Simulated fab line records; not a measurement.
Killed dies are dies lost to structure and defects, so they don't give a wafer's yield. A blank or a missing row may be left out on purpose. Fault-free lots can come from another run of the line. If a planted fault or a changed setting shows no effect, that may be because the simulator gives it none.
2 desks looking at one fault	flow gf180mcu	every desk sees just its own numbers, and what lay behind them comes last

== AT THE TOOL OWNER'S DESK: krf_scanner-01 ==
The tool's own readings at GF_M4_EXPOSE_11 (exposes mask Metal4, target cd 280 nm): means of the sampled wafers that have a number, for each lot that ran on this tool. The brackets show how far a lot's mean lies from the usual mean; more than 4 standard deviations puts the lot out of limits, marked OUT.
Columns: A = focus_offset_nm at GF_M4_EXPOSE_11, usual 0.0 nm; B = reticle_temp_C at GF_M4_EXPOSE_11, usual 22.99 C
lot	first seen here	A	B
L176	day 23 07:34	-0.2	22.97
L178	day 23 20:46	0.4	22.98
L179	day 24 09:54	-0.1	23.01
L184	day 26 04:02	-0.1	22.82
L185	day 26 06:00	-0.3	22.98
L198	day 30 04:31	-0.3	22.90
Result from this desk: across the 6 lots, nothing is out of limits.

== FROM THE METROLOGY DESK ==
What the gauges read, lot by lot, whatever tool the lot ran on: means of the sampled wafers that have a number. The brackets show how far a lot's mean lies from the usual mean; more than 4 standard deviations puts the lot out of limits, marked OUT.
Columns: A = cd_nm at GF_M4_CD_MEAS_14, usual 280.5 nm; B = V4_CVD_00_THK at GF_V4_THK_MEAS_01, usual 597 nm
lot	first seen here	A	B
L175	day 23 10:34	280.5	595
L176	day 23 18:39	277.9	587
L177	day 24 05:36	279.7	590
L178	day 24 07:44	281.4	596
L179	day 24 20:30	278.9	606
L182	day 25 19:41	279.8	584
L184	day 26 13:58	278.3	594
L185	day 26 16:23	271.5 (-6.0) OUT	594
L191	day 28 18:47	280.8	597
L193	day 29 05:06	279.0	598
L197	day 30 05:20	283.2	597
L198	day 30 13:15	281.6	591
Finding of this desk: L185 out of limits; the first was L185 at day 26 16:23, on cd_nm at GF_M4_CD_MEAS_14. L175, L176, L177, L178, L179, L182, L184, L191, L193, L197, L198 stayed within limits.

== ALL TOGETHER ==
An alarm was possible from the metrology desk at day 26 16:23, on L185.
The tool owner's desk saw nothing out of limits.
On record at the tool owner's desk: L185, within its limits.
GF_M4_EXPOSE_11 was run on krf_scanner-01 by each of the lots named.

== WHAT THE SIMULATOR HAD PUT IN ==
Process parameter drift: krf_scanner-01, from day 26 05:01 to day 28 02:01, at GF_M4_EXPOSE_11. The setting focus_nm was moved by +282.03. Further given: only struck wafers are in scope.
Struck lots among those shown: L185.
Hours from the fault's start to each desk's first reading out of limits: the metrology desk, 11.
